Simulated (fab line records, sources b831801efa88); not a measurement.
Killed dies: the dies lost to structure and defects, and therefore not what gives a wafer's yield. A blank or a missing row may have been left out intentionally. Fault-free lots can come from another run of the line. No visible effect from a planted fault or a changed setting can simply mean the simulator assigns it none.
A lot that was struck, set against a sound lot    flow sky130    26 steps out of a route of 708
Sound: wafers L152.2, L152.4, L152.6. Struck: wafer L165.6; the same lot's L165.3 was not struck, so it is left out; see the end for the cause.
Each step with rows lists, per side, the tool, then ch with its chambers, then its first start. Under that, the readings that differ: sound wafers    struck wafers    difference of the means    sigmas: that difference in standard deviations of wafers without a fault.
alike: same words and numbers on both sides, and readings whose means sit less than 2 such deviations apart. not compared: any withheld reading, any reading some wafer has no value for, any bound like >300 that may hide the same value, and any number with overlapping values for which the record gives no deviation.
Wherever a step has rows on one side only, a row that says differs or no value, or a row with sigmas, the two part there. Numbers that have no deviation but don't overlap get no sigmas and don't part them. A reading missing from all wafers of one side parts the sides only when that side holds two or more wafers.

first, 2 steps without rows for these wafers: SKY_RES_PROTECT_DEVELOP_06 (develop time 60 s); SKY_POLY_GATE_IMPLANT_02.
SKY_RES_PROTECT_STRIP_07: strips in O2/N2.
  sound on plasmaAsher-04 ch 1, day 16 04:21; struck on plasmaAsher-04 ch 0, day 21 01:13
  alike: drypumpMotorCurrentA, o2FlowSccm, oesProductAu, stripTimeToEndpointS
  not compared: rfHoursCounterH
SKY_RES_PROTECT_TW_MEAS_08:
  sound on filmMetro-04, day 16 04:28; struck on filmMetro-04, day 21 01:17
  alike: POLY_GATE_TW
then, 2 steps without rows for these wafers: SKY_RES_PROTECT_CLEAN_09 (cleans in SC1/SC2, time 150 s); SKY_POLY_GATE_CVD_03 (deposits Si3N4 from DCS/NH3, target thk 75 nm, time 1290 s).
SKY_POLY_GATE_THK_MEAS_04:
  sound on filmMetro-03, day 16 06:16; struck on filmMetro-01, day 21 03:27
reading                    sound           struck  difference  sigmas
POLY_GATE_CVD_03_THK (nm)  74.4 74.3 74.2  75.6    +1.3        +2
then, 5 steps without rows for these wafers: SKY_POLY_GATE_DEHYDRATE_05 (time 60 s); SKY_POLY_GATE_HMDS_06 (prime time 60 s); SKY_POLY_GATE_COAT_07 (resist thk 110 nm); SKY_POLY_GATE_COAT_08 (resist thk 450 nm); SKY_POLY_GATE_SOFTBAKE_09 (time 90 s).
SKY_POLY_GATE_EXPOSE_10: exposes mask P1M, target cd 150 nm.
  sound on krfScanner-01 ch 0, day 16 20:55; struck on krfScanner-01 ch 0, day 21 19:04
  alike: mask
then, 2 steps without rows for these wafers: SKY_POLY_GATE_PEB_11; SKY_POLY_GATE_DEVELOP_12 (develop time 60 s).
SKY_POLY_GATE_CD_MEAS_13: the cd target is 150 nm.
  sound on cdSem-01, day 17 10:48; struck on cdSem-01, day 22 10:07
reading    sound              struck  difference  sigmas
cdNm (nm)  152.3 152.4 151.2  116.1   -35.9       -33
SKY_POLY_GATE_OVL_MEAS_14:
  sound on overlay-01, day 17 10:55; struck on overlay-02, day 22 10:12
reading             sound  struck  difference  sigmas
POLY_GATE_OVL (nm)  8 8 6  -6      -13         -2
SKY_POLY_GATE_ETCH_15: etches BARC in N2/H2, stops on SiO2, time 118.5 s, target depth 110 nm.
  sound on rieDiel-03 ch 1,3, day 17 10:56; struck on rieDiel-03 ch 3, day 22 10:13
reading                    sound              struck  difference  sigmas
model.POLY_GATE.cdNm (nm)  150.7 152.7 149.7  115.2   -35.8       
  alike: biasW, drypumpMotorCurrentA, h2FlowSccm, oesProductAu, rfFwdPowerW, throttleValvePct
  not compared: rfHoursCounterH
SKY_POLY_GATE_ETCH_16: etches Si3N4 in CH3F/O2, stops on poly-Si, time 147.5 s, target depth 75 nm.
  sound on rieDiel-03 ch 1,3, day 17 11:01; struck on rieDiel-03 ch 3, day 22 10:18
  alike: O2_flow_sccm, biasW, drypumpMotorCurrentA, oesProductAu, rfFwdPowerW, throttleValvePct
  not compared: rfHoursCounterH
SKY_POLY_GATE_ETCH_17: etches poly-Si in HBr/Cl2, stops on SiO2, target depth 180 nm, time 70.5 s.
  sound on rieSi-02 ch 1,2,3, day 17 11:07; struck on rieSi-01 ch 0, day 22 10:24
reading                    sound              struck  difference  sigmas
model.POLY_GATE.cdNm (nm)  150.6 151.8 149.2  115.7   -34.8       
  alike: biasW, drypumpMotorCurrentA, heBacksideLeakSccm, mfcCl2Sccm, oesProductAu, rfFwdPowerW, throttleValvePct
  not compared: rfHoursCounterH
SKY_POLY_GATE_STRIP_18: strips in O2/N2.
  sound on plasmaAsher-01 ch 0,1, day 17 11:10; struck on plasmaAsher-01 ch 1, day 22 10:29
  alike: drypumpMotorCurrentA, o2FlowSccm, oesProductAu, stripTimeToEndpointS
  not compared: rfHoursCounterH
then, 2 steps without rows for these wafers: SKY_POLY_GATE_CLEAN_19 (cleans in SC1/SC2, time 150 s); SKY_POLY_GATE_OXIDATION_20 (stabilise 600 s, purge 300 s, target thk 4 nm).
SKY_POLY_GATE_CD_MEAS_22:
  sound on cdSem-01, day 17 13:50; struck on cdSem-02, day 22 11:59
reading    sound              struck  difference  sigmas
cdNm (nm)  150.5 151.8 148.7  115.7   -34.6       -23
then, 1 step without rows for these wafers: SKY_LDD_N_DEHYDRATE_00 (time 60 s).
-- record jumps: 27 days separate the struck wafers' starts on either side; left off in module LDD_N, taken up again in module PAD_OPEN, whose first shown step is the route's number 708 --
SKY_PAD_OPEN_PROBE_99:
  sound on prober-01, day 46 15:05; struck on prober-02, day 49 16:58
reading           sound     struck  difference  sigmas
killed_at_M4_up   2 3 4     7       +4          +2
killedAtFrontEnd  11 15 25  399     +382        +83
killedDies        63 97 85  471     +389        +39
killedOnRim       17 25 21  83      +62         +16
  alike: killed_at_M0_to_M3, killedAtContacts, killedAtOther, killedOpen, killedShort

== WHERE THEY PART ==
Last at SKY_PAD_OPEN_PROBE_99 as far as this record goes, first at SKY_POLY_GATE_THK_MEAS_04.

WHY: what the simulator had put in
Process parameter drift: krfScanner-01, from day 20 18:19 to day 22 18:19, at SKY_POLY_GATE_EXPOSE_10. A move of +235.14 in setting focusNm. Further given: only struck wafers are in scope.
